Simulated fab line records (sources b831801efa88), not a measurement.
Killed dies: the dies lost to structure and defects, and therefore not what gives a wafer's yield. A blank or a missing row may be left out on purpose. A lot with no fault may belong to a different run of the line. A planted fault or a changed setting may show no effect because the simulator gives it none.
A lot that was struck, set against a sound lot	flow sky130	28 out of 708 route steps
Sound: wafers L481.2, L481.3, L481.4. Wafers struck: L482.3, L482.5, L482.6. The cause comes at the end.
Per side, at each step with rows, come the tool, then ch with its chambers, and then its first start. Under that, the readings that differ: sound wafers	struck wafers	difference of the means	sigmas: that difference in standard deviations of wafers without a fault.
alike: readings with means less than 2 such deviations apart, plus words and numbers identical on both sides. not compared: withheld readings, readings lacking a value on some wafer, bounds such as >300 that could conceal the same value, and numbers that have no deviation in the record and whose values overlap.
Wherever a step has rows on one side only, a row that says differs or no value, or a row with sigmas, the two part there. Numbers that have no deviation but don't overlap get no sigmas and don't part them. A reading that every wafer of one side lacks parts them only if that side has two wafers or more.

first, 5 steps without rows for these wafers: SKY_SONOS_ONO_COAT_08 (resist thk 1140 nm); SKY_SONOS_ONO_SOFTBAKE_09 (time 60 s); SKY_SONOS_ONO_EXPOSE_10 (exposes mask ONOM, target cd 410 nm); SKY_SONOS_ONO_PEB_11; SKY_SONOS_ONO_DEVELOP_12 (develop time 60 s).
SKY_SONOS_ONO_CD_MEAS_13: the cd target is 410 nm.
  sound: cd sem-01 at day 15 08:22; struck: cd sem-02 at day 16 02:26
  alike: cd nm
SKY_SONOS_ONO_OVL_MEAS_14:
  sound: overlay-01 at day 15 08:28; struck: overlay-02 at day 16 02:31
reading	sound	struck	difference	sigmas
SONOS_ONO_OVL (nm)	-0.6 -3.2 -1.7	1.6 0.6 1.5	+3.1	+2
SKY_SONOS_ONO_ETCH_15: etches the open film in CHF3/O2, target depth 19.52 nm, time 7.8 s.
  sound on rie diel-01 ch 1,2,3, day 15 08:30; struck on rie diel-01 ch 0,2,3, day 16 02:33
  alike: drypump motor current A, oes product au, throttle valve pct
  not compared: rf hours counter h
then, 1 step without rows for these wafers: SKY_SONOS_ONO_WET_ETCH_16 (etches SiO2 in dHF, target depth 14 nm, time 280 s).
SKY_SONOS_ONO_STRIP_17: strips in O2/N2.
  sound on plasma asher-01 ch 0,1, day 15 08:37; struck on plasma asher-01 ch 0,1, day 16 02:41
reading	sound	struck	difference	sigmas
strip time to endpoint s (s)	14.14 14.17 14.15	14.07 14.09 14.05	-0.08	-2
  alike: drypump motor current A, oes product au
  not compared: rf hours counter h
then, 2 steps without rows for these wafers: SKY_SONOS_ONO_WET_ETCH_18 (etches Si3N4 in H3PO4, target depth 15 nm, time 172 s); SKY_GATE_OXIDE_CLEAN_00 (cleans in SC1/SC2, time 150 s).
SKY_GATE_OXIDE_OXIDATION_01: stabilise 600 s, purge 300 s, target thk 10.268 nm.
  sound on furnace-02 ch 0, day 15 08:50; struck on furnace-01 ch 0, day 16 03:08
reading	sound	struck	difference	sigmas
spike tc bottom C (C)	914.5 912.0 914.5	894.4 895.0 893.2	-19.5	-20
spike tc centre C (C)	902.1 902.9 901.2	879.9 879.1 879.1	-22.7	-14
spike tc lower C (C)	899.7 900.1 899.5	880.3 880.3 881.3	-19.1	-16
spike tc top C (C)	908.5 909.1 907.6	894.7 892.1 893.9	-14.8	-5
spike tc upper C (C)	899.4 899.8 900.1	880.1 880.6 882.0	-18.9	-12
zone power upper pct (%)	17.86 17.87 17.82	17.42 17.20 17.27	-0.55	-2
model.SiO2_of_GATE_OXIDE_OXIDATION_01.thk nm (nm)	10.29 10.28 10.22	8.114 8.286 8.258	-2.044	
SKY_GATE_OXIDE_THK_MEAS_02:
  sound: film metro-04 at day 15 10:15; struck: film metro-04 at day 16 04:48
reading	sound	struck	difference	sigmas
GATE_OXIDE_OXIDATION_00_THK (nm)	10.31 10.29 10.19	8.10 8.33 8.25	-2.04	-13
  not compared: hold
then, 6 steps without rows for these wafers: SKY_GATE_OXIDE_HMDS_04 (prime time 60 s); SKY_GATE_OXIDE_COAT_05 (resist thk 1140 nm); SKY_GATE_OXIDE_SOFTBAKE_06 (time 60 s); SKY_GATE_OXIDE_EXPOSE_07 (exposes mask LVOM, target cd 600 nm); SKY_GATE_OXIDE_PEB_08; SKY_GATE_OXIDE_DEVELOP_09 (develop time 60 s).
SKY_GATE_OXIDE_OVL_MEAS_10:
  sound: overlay-02 at day 16 13:48; struck: overlay-02 at day 17 08:42
  alike: GATE_OXIDE_OVL
then, 2 steps without rows for these wafers: SKY_GATE_OXIDE_IMPLANT_11; SKY_GATE_OXIDE_WET_ETCH_12 (etches SiO2 in dHF, target depth 16.8 nm, time 331.5 s).
SKY_GATE_OXIDE_STRIP_13: strips in O2/N2.
  sound on plasma asher-02 ch 0,1, day 16 14:11; struck on plasma asher-02 ch 0,1, day 17 09:01
  alike: drypump motor current A, oes product au, strip time to endpoint s
  not compared: rf hours counter h
SKY_GATE_OXIDE_TW_MEAS_14:
  sound: film metro-04 at day 16 14:17; struck: film metro-04 at day 17 09:19
  alike: GATE_OXIDE_TW
  not compared: hold
SKY_GATE_OXIDE_OXIDATION_16: stabilise 600 s, purge 300 s, target thk 3.57 nm.
  sound on furnace-02 ch 0, day 16 14:23; struck on furnace-01 ch 0, day 17 16:42
reading	sound	struck	difference	sigmas
model.SiO2_of_GATE_OXIDE_OXIDATION_01.thk nm (nm)	11.68 11.63 11.6	9.589 9.773 9.679	-1.956	
  alike: spike tc bottom C, spike tc centre C, spike tc lower C, spike tc top C, spike tc upper C, zone power upper pct
then, 1 step without rows for these wafers: SKY_POLY_GATE_CVD_00 (deposits poly-Si, target thk 180 nm, time 720 s).
-- record jumps: 31 days separate the struck wafers' starts on either side; left off in module POLY_GATE, taken up again in module PAD_OPEN, whose first shown step is the route's number 708 --
SKY_PAD_OPEN_PROBE_99:
  sound: prober-01 at day 47 23:13; struck: prober-01 at day 48 08:46
reading	sound	struck	difference	sigmas
model.etest.nfet_16v.r on ohm um	1.422e+04 1.415e+04 1.41e+04	1.268e+04 1.272e+04 1.276e+04	-1.437e+03	
model.etest.pfet_16v.r on ohm um	1.498e+04 1.481e+04 1.512e+04	1.423e+04 1.416e+04 1.416e+04	-7.867e+02	
model.etest.pfet g5v0d10v5.r on ohm um	4751 4809 4776	4390 4376 4387	-394	
model.etest.tip sonos.rs ohm sq	2597 2576 2594	2256 2292 2273	-315	
model.etest.nfet g5v0d10v5.r on ohm um	1889 1876 1862	1724 1718 1718	-156	
model.etest.nfet g5v0d10v5.drive ua um	597.8 599.3 603.5	712.9 708.8 705.8	+109.0	
model.etest.nfet_05v0_nvt.drive ua um	569.1 571.9 576.6	666.5 667.7 661.1	+92.6	
model.etest.pfet g5v0d10v5.drive ua um	342 339 344.5	384.1 386.4 383.7	+42.9	
  alike: killed_at_M0_to_M3, killed_at_M4_up, killed at contacts, killed at front end, killed at other, killed dies, killed open, killed short

WHERE THEY PART
First at SKY_SONOS_ONO_OVL_MEAS_14; last, within this record, at SKY_GATE_OXIDE_THK_MEAS_02. Later steps at which nothing parts them and some readings are alike: SKY_GATE_OXIDE_OVL_MEAS_10, SKY_GATE_OXIDE_STRIP_13, SKY_GATE_OXIDE_TW_MEAS_14, SKY_GATE_OXIDE_OXIDATION_16, SKY_PAD_OPEN_PROBE_99.

WHY: whatever the simulator had introduced
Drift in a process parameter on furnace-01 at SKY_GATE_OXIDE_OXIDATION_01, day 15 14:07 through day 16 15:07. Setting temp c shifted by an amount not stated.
